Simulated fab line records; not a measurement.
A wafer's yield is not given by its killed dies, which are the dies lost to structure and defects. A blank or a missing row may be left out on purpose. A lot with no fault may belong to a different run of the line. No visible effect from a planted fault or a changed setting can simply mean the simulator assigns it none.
Struck lot and sound lot, side by side -- flow sky130 -- 42 out of 708 route steps
Sound: the wafers L254.3, L254.4, L254.6. The struck wafers were L265.4, L265.5, L265.6. The cause comes at the end.
Each step with rows lists, per side, the tool, then ch with its chambers, then its first start. Under that, the readings that differ: sound wafers -- struck wafers -- difference of the means -- sigmas: that difference in standard deviations of wafers without a fault.
alike: readings whose means differ by less than 2 such deviations, and words and numbers that are the same on both sides. not compared: withheld readings, readings that some wafer has no value for, bounds like >300 that may hide the same value, and numbers for which the record gives no deviation and whose values overlap.
The two part at a step that has a row with sigmas, a row that says differs or no value, or rows on one side only. When numbers do not overlap yet have no deviation, they are printed without sigmas and do not part them. A reading missing from all wafers of one side parts the sides only when that side holds two or more wafers.

first, 2 steps without rows for these wafers: SKY_PWDE_PEB_05; SKY_PWDE_DEVELOP_06 (develop time 60 s).
SKY_PWDE_OVL_MEAS_07:
  sound on overlay-01 at day 4 18:10; struck on overlay-01 at day 7 07:53
  alike: PWDE_OVL
next, for these wafers, 1 step has no rows: SKY_PWDE_IMPLANT_08.
SKY_PWDE_STRIP_09: strips in O2/N2.
  sound on plasmaAsher-04 ch 0,1, day 4 18:23; struck on plasmaAsher-03 ch 0,1, day 7 08:05
reading,sound,struck,difference,sigmas
stripTimeToEndpointS (s),37.00 36.99 37.06,36.73 36.83 36.89,-0.20,-2
  alike: chamberPressureMTorr, drypumpMotorCurrentA, n2FlowSccm, oesProductAu
  not compared: rfHoursCounterH
SKY_PWDE_TW_MEAS_10:
  sound on filmMetro-02 at day 4 18:28; struck on filmMetro-02 at day 7 08:10
  alike: PWDE_TW
then, 6 steps without rows for these wafers: SKY_NWELL_DEHYDRATE_03 (time 60 s); SKY_NWELL_HMDS_04 (prime time 60 s); SKY_NWELL_COAT_05 (resist thk 3000 nm); SKY_NWELL_SOFTBAKE_06; SKY_NWELL_EXPOSE_07 (exposes mask NWM, target cd 840 nm); SKY_NWELL_PEB_08.
SKY_NWELL_DEVELOP_09: develop time 60 s.
  sound on lithoTrack-03 ch 0, day 5 12:00; struck on lithoTrack-03 ch 0, day 8 02:00
  alike: chillPlateTempC
SKY_NWELL_OVL_MEAS_10:
  sound on overlay-01 at day 5 12:14; struck on overlay-01 at day 8 02:53
  alike: NWELL_00_OVL
then, 3 steps without rows for these wafers: SKY_NWELL_IMPLANT_11; SKY_NWELL_IMPLANT_12; SKY_NWELL_IMPLANT_13.
SKY_NWELL_STRIP_14: strips in O2/N2.
  sound on plasmaAsher-03 ch 0,1, day 5 12:45; struck on plasmaAsher-04 ch 0,1, day 8 03:24
  alike: chamberPressureMTorr, drypumpMotorCurrentA, n2FlowSccm, oesProductAu, stripTimeToEndpointS
  not compared: rfHoursCounterH
SKY_NWELL_TW_MEAS_15:
  sound on filmMetro-02 at day 5 12:50; struck on filmMetro-02 at day 8 03:29
  alike: NWELL_TW
then, 7 steps without rows for these wafers: SKY_NWELL_DEHYDRATE_16 (time 60 s); SKY_NWELL_HMDS_17 (prime time 60 s); SKY_NWELL_COAT_18 (resist thk 3000 nm); SKY_NWELL_SOFTBAKE_19; SKY_NWELL_EXPOSE_20 (exposes mask NWM COMPLEMENT, target cd 840 nm); SKY_NWELL_PEB_21; SKY_NWELL_DEVELOP_22 (develop time 60 s).
SKY_NWELL_OVL_MEAS_23:
  sound on overlay-01 at day 6 05:36; struck on overlay-01 at day 8 23:54
  alike: NWELL_01_OVL
next, for these wafers, 1 step has no rows: SKY_NWELL_IMPLANT_24.
SKY_NWELL_STRIP_25: strips in O2/N2.
  sound on plasmaAsher-03 ch 0,1, day 6 05:49; struck on plasmaAsher-03 ch 0,1, day 9 00:44
  alike: chamberPressureMTorr, drypumpMotorCurrentA, n2FlowSccm, oesProductAu, stripTimeToEndpointS
  not compared: rfHoursCounterH
SKY_NWELL_TW_MEAS_26:
  sound on filmMetro-02 at day 6 05:53; struck on filmMetro-04 at day 9 00:49
  alike: NWELL_2_TW
then, 1 step without rows for these wafers: SKY_NWELL_CLEAN_27 (cleans in SC1/SC2, time 150 s).
SKY_NWELL_RTA_28: time 30 s.
  sound on rtpAnneal-01 ch 0, day 6 06:01; struck on rtpAnneal-01 ch 0, day 9 00:57
  alike: lampPowerPct, wafer_temp_C_max
SKY_NWELL_RS_MEAS_29: measures by four-point-probe.
  sound on filmMetro-02 at day 6 06:07; struck on filmMetro-04 at day 9 01:04
  alike: NWELL_RS
SKY_NWELL_RS_MEAS_31: measures by four-point-probe.
  sound on filmMetro-02 at day 6 06:22; struck on filmMetro-04 at day 9 01:18
  alike: PWDE_RS
then, 7 steps without rows for these wafers: SKY_VT_ADJUST_HVTP_DEHYDRATE_00 (time 60 s); SKY_VT_ADJUST_HVTP_HMDS_01 (prime time 60 s); SKY_VT_ADJUST_HVTP_COAT_02 (resist thk 1140 nm); SKY_VT_ADJUST_HVTP_SOFTBAKE_03 (time 60 s); SKY_VT_ADJUST_HVTP_EXPOSE_04 (exposes mask HVTPM, target cd 380 nm); SKY_VT_ADJUST_HVTP_PEB_05; SKY_VT_ADJUST_HVTP_DEVELOP_06 (develop time 60 s).
-- record jumps: 40 days separate the struck wafers' starts on either side; left off in module VT_ADJUST_HVTP, taken up again in module PAD_OPEN, whose first shown step is the route's number 708 --
SKY_PAD_OPEN_PROBE_99:
  sound on prober-02 at day 46 16:56; struck on prober-01 at day 49 12:22
reading,sound,struck,difference,sigmas
model.etest.nfet_16v.rOnOhmUm,1.409e+04 1.397e+04 1.41e+04,1.615e+04 1.608e+04 1.605e+04,+2.040e+03,
model.etest.pfet_16v.rOnOhmUm,1.544e+04 1.521e+04 1.526e+04,1.38e+04 1.389e+04 1.38e+04,-1.47e+03,
model.etest.resNwell.lineOhmUm,1166 1159 1192,1382 1458 1412,+245,
model.etest.resNwell.widthNm (nm),831.2 832 832.9,616.1 616.7 616.3,-215.7,
model.etest.resIsoPwell.widthNm (nm),2668 2659 2669,2783 2773 2772,+111,
model.etest.pfet_16v.driveUaUm,240.2 243.9 243.9,271.9 271.9 275,+30.3,
model.etest.nfet_16v.driveUaUm,221.3 225.3 226,207.2 206.6 208.9,-16.6,
  alike: killed_at_M0_to_M3, killed_at_M4_up, killedAtContacts, killedAtFrontEnd, killedAtOther, killedDies, killedOpen, killedShort
  not compared: model.etest.isoNwellNwell.leakLog10AUm

WHERE THEY PART
At SKY_PWDE_STRIP_09 and nowhere else, as far as this record goes. Later steps at which nothing parts them and some readings are alike: SKY_PWDE_TW_MEAS_10, SKY_NWELL_DEVELOP_09, SKY_NWELL_OVL_MEAS_10, SKY_NWELL_STRIP_14, SKY_NWELL_TW_MEAS_15, SKY_NWELL_OVL_MEAS_23, SKY_NWELL_STRIP_25, SKY_NWELL_TW_MEAS_26, SKY_NWELL_RTA_28, SKY_NWELL_RS_MEAS_29, SKY_NWELL_RS_MEAS_31, SKY_PAD_OPEN_PROBE_99.

WHY: whatever the simulator had introduced
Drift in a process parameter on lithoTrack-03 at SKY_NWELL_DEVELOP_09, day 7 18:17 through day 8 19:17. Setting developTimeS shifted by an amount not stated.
